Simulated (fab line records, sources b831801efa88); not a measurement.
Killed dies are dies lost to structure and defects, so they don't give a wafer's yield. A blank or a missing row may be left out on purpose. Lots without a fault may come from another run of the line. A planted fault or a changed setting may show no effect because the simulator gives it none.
One fault seen from 2 desks | flow sky130 | each desk has only its own numbers; what lay behind them comes last

THE TOOL OWNER'S DESK: krf_scanner-02
The tool's own readings at SKY_POLY_GATE_EXPOSE_10 (exposes mask P1M, target cd 150 nm): means of the sampled wafers that have a number, for each lot that ran on this tool. A lot is out of limits, marked OUT, if its mean lies more than 4 standard deviations from the usual mean; the brackets give that distance.
Columns: A = reticle_temp_C at SKY_POLY_GATE_EXPOSE_10, usual 23.00 C
lot  | first seen here | A
L464 | day 16 04:18    | 23.15
L468 | day 16 21:10    | 22.89
L474 | day 19 04:29    | 22.92
L475 | day 19 12:13    | 23.16
L484 | day 23 06:19    | 22.98
This desk's finding: nothing out of limits on any of the 5 lots.

THE METROLOGY DESK
What the gauges read, lot by lot, whatever tool the lot ran on: means of the sampled wafers that have a number. A lot is out of limits, marked OUT, if its mean lies more than 4 standard deviations from the usual mean; the brackets give that distance.
Columns: A = NWELL_01_OVL at SKY_NWELL_OVL_MEAS_23, usual 0.1 nm; B = VT_ADJUST_HVTR_TW at SKY_VT_ADJUST_HVTR_TW_MEAS_11, usual 213.1; C = cd_nm at SKY_POLY_GATE_CD_MEAS_13, usual 150.0 nm; D = cd_nm at SKY_POLY_GATE_CD_MEAS_22, usual 150.0 nm
lot  | first seen here | A    | B     | C               | D
L464 | day 5 09:51     | -1.3 | 213.1 | 149.0           | 148.5
L465 | day 5 17:47     | 0.1  | 213.5 | 151.3           | 152.8
L466 | day 6 02:21     | 0.6  | 213.2 | 151.0           | 150.3
L468 | day 6 06:56     | 0.7  | 213.5 | 151.2           | 151.9
L474 | day 7 20:17     | 0.4  | 213.5 | 132.5 (-13) OUT | 133.2 (-9.3) OUT
L475 | day 8 01:05     | -0.6 | 212.5 | 131.7 (-14) OUT | 132.2 (-9.9) OUT
L480 | day 9 06:17     | -0.4 | 213.1 | 150.8           | 149.7
L482 | day 9 20:41     | -0.6 | 212.7 | 150.1           | 149.4
L483 | day 10 02:41    | -2.1 | 213.0 | 151.3           | 152.5
L484 | day 10 18:26    | 0.8  | 213.6 | 148.6           | 150.9
L486 | day 11 11:44    | 0.4  | 212.4 | 148.9           | 148.7
This desk's finding: out of limits on L474, L475; first on L474, day 19 19:26 (cd_nm at SKY_POLY_GATE_CD_MEAS_13). In limits: L464, L465, L466, L468, L480, L482, L483, L484, L486.

PUT TOGETHER
The metrology desk could have raised an alarm at day 19 19:26, on L474, L475.
The tool owner's desk saw nothing out of limits.
The tool owner's desk has L474, L475 on record, within its limits.
Of the lots named, all ran SKY_POLY_GATE_EXPOSE_10 on krf_scanner-02.

WHAT THE SIMULATOR HAD PUT IN
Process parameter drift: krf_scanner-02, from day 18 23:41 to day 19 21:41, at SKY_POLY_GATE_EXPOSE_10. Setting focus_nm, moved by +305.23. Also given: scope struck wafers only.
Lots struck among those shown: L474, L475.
Hours from the fault's start to each desk's first reading out of limits: the metrology desk, 20.
